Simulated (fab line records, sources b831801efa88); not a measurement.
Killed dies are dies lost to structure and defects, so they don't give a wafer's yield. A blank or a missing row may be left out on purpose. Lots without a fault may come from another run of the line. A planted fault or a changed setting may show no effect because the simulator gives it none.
A struck lot beside a sound one | flow sky130 | 16 steps out of a route of 708
Sound: wafers L848.2, L848.3, L848.6. Struck: wafer L860.5. (L860.4, L860.6 of the same lot were not struck and are left out.) The cause comes at the end.
At each step with rows: each side's tool, then ch and its chambers, then its first start. Under that, the readings that differ: sound wafers | struck wafers | difference of the means | sigmas: that difference in standard deviations of wafers without a fault.
alike: readings whose means differ by less than 2 such deviations, and words and numbers that are the same on both sides. not compared: withheld readings, readings that some wafer has no value for, bounds like >300 that may hide the same value, and numbers for which the record gives no deviation and whose values overlap.
The two part at a step that has a row with sigmas, a row that says differs or no value, or rows on one side only. Numbers that don't overlap but have no deviation are shown without sigmas and don't part them. A reading that every wafer of one side lacks parts them only if that side has two wafers or more.

SKY_GATE_OXIDE_TW_MEAS_14:
  sound on film_metro-03, day 15 00:26; struck on film_metro-02, day 18 11:49
  alike: GATE_OXIDE_TW
then, 3 steps without rows for these wafers: SKY_GATE_OXIDE_CLEAN_15 (cleans in SC1/SC2, time 150 s); SKY_GATE_OXIDE_OXIDATION_16 (stabilise 600 s, purge 300 s, target thk 3.57 nm); SKY_POLY_GATE_CVD_00 (deposits poly-Si, target thk 180 nm, time 720 s).
SKY_POLY_GATE_THK_MEAS_01:
  sound on film_metro-03, day 15 03:58; struck on film_metro-02, day 18 15:49
  alike: POLY_GATE_CVD_00_THK
then, 7 steps without rows for these wafers: SKY_RES_PROTECT_DEHYDRATE_00 (time 60 s); SKY_RES_PROTECT_HMDS_01 (prime time 60 s); SKY_RES_PROTECT_COAT_02 (resist thk 1140 nm); SKY_RES_PROTECT_SOFTBAKE_03 (time 60 s); SKY_RES_PROTECT_EXPOSE_04 (exposes mask RPM, target cd 1270 nm); SKY_RES_PROTECT_PEB_05; SKY_RES_PROTECT_DEVELOP_06 (develop time 60 s).
SKY_POLY_GATE_IMPLANT_02:
  sound on implanter-03 ch 0, day 16 08:01; struck on implanter-04 ch 0, day 19 22:08
  alike: faraday_current_uA
SKY_RES_PROTECT_STRIP_07: strips in O2/N2.
  sound on plasma_asher-01 ch 0,1, day 16 08:08; struck on plasma_asher-01 ch 0, day 19 22:14
  reading                      | sound             | struck | difference | sigmas
  strip_time_to_endpoint_s (s) | 23.24 23.26 23.21 | 22.54  | -0.70      | -17
  alike: drypump_motor_current_A, oes_product_au
  not compared: rf_hours_counter_h
SKY_RES_PROTECT_TW_MEAS_08:
  sound on film_metro-01, day 16 08:15; struck on film_metro-01, day 19 22:20
  reading      | sound          | struck | difference | sigmas
  POLY_GATE_TW | 4100 4082 4084 | 4001   | -88        | -4
-- the record jumps here: 30 days lie between the struck wafers' starts before and after (it left off in module RES_PROTECT and takes up again in module PAD_OPEN, whose first step shown is number 708 of the route) --
SKY_PAD_OPEN_PROBE_99:
  sound on prober-02, day 46 18:25; struck on prober-01, day 49 11:25
  reading                                        | sound                   | struck | difference | sigmas
  killed_at_M0_to_M3                             | 49 49 58                | 38     | -14        | -2
  killed_at_front_end                            | 18 9 12                 | 24     | +11        | +2
  model.etest.res_poly.line_ohm_um               | 525.6 541.9 524.1       | 618.1  | +87.6      |
  model.etest.licon_poly.rc_ohm                  | 155 159.2 148.3         | 204.1  | +49.9      |
  model.etest.res_poly.rs_ohm_sq                 | 49.21 48.95 49.19       | 60.31  | +11.19     |
  model.etest.res_poly.rs_ohm_sq_range           | 0.7079 0.8817 1.128     | 9.363  | +8.457     |
  model.etest.res_poly.rs_ohm_sq_rim_less_centre | -0.1296 -0.5789 -0.3085 | -4.95  | -4.61      |
  alike: killed_at_M4_up, killed_at_contacts, killed_at_other, killed_dies, killed_open, killed_short

WHERE THEY PART
First at SKY_RES_PROTECT_STRIP_07; last, within this record, at SKY_PAD_OPEN_PROBE_99.

WHY: what the simulator had put in
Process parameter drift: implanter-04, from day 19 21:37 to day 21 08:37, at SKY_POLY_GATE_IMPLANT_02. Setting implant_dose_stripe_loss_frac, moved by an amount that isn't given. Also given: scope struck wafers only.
